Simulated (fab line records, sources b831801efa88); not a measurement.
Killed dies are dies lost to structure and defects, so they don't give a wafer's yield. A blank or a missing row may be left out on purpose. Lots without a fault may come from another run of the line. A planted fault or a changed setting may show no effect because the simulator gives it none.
Which tool did it? | flow sky130 | 10 lots, 30 wafers sampled, at 2 steps of a route of 708

WHAT THE GAUGES READ, wafer by wafer
SKY_VIA4_RS_MEAS_19: measures by four-point-probe.
lot  | measured     | on            | VIA4_W_RS (ohm/sq)
L515 | day 42 22:16 | film_metro-03 | 0.2316 0.2298 0.2313
L518 | day 44 00:28 | film_metro-04 | 0.2356 0.2316 0.2343
L522 | day 45 02:30 | film_metro-04 | 0.2299 0.2310 0.2298
L528 | day 46 14:13 | film_metro-03 | 0.2356 0.2330 0.2339
L529 | day 46 22:04 | film_metro-01 | 0.1890 0.2276 0.1887 0.1895 0.2280 0.1888
L532 | day 47 13:47 | film_metro-04 | 0.2318 0.1899 0.2301 0.2321 0.1903 0.2296
L534 | day 47 20:31 | film_metro-03 | 0.2319 0.2318 0.2334
L535 | day 48 01:53 | film_metro-03 | 0.2288 0.2301 0.2300
L536 | day 48 07:11 | film_metro-01 | 0.2331 0.2299 0.2283
L537 | day 48 10:13 | film_metro-01 | 0.2371 0.2327 0.2284

WHICH TOOL RAN EACH LOT (tool, then ch and the chambers of the sampled wafers, then the start)
lot  | SKY_VIA4_CVD_18
L515 | cvd_w-01 ch 0,1, day 42 22:07
L518 | cvd_w-02 ch 0,1, day 44 00:17
L522 | cvd_w-01 ch 0,1, day 45 02:20
L528 | cvd_w-01 ch 0,1, day 46 14:02
L529 | cvd_w-01 ch 0,1, day 46 21:55
L532 | cvd_w-01 ch 0,1, day 47 13:37
L534 | cvd_w-02 ch 0,1, day 47 20:21
L535 | cvd_w-02 ch 0,1, day 48 01:44
L536 | cvd_w-02 ch 0,1, day 48 07:01
L537 | cvd_w-02 ch 0,1, day 48 10:04
- SKY_VIA4_CVD_18: deposits W, target thk 505 nm, time 152.14 s.

THE ANSWER, worked out from the rows above alone
Rule: what is usual is taken from the lots themselves. Put in order of their means at a reading, lots are off if they are a third of the lots or fewer, leave a main group of 4 or more, and stand apart from it by a gap of 3 or more times the standard deviation of the main group's means; of several such gaps the widest counts. A main group whose means are all the same, to the digits that the tables above print for the reading, isn't used. A lot without any number at a reading at which 4 lots or more have one is off too. The other lots that the step has rows for count as sound.
Off: L529, L532, at SKY_VIA4_RS_MEAS_19 (VIA4_W_RS). The main group: mean 0.2318 ohm/sq, standard deviation 0.0016.
A tool fits if, at a process step before that reading, it ran every lot that is off, and no sound lot after the first of them. The gauges at SKY_VIA4_RS_MEAS_19 are tried like those tools. One fits: cvd_w-01 at SKY_VIA4_CVD_18. Its last sound lot is L528 (day 46 14:02), its first lot that is off L529 (day 46 21:55): a fault that began between those two fits.

WHAT THE SIMULATOR HAD PUT IN
Process parameter drift: cvd_w-01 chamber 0, from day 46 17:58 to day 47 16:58, at SKY_VIA4_CVD_18. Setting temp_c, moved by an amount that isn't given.
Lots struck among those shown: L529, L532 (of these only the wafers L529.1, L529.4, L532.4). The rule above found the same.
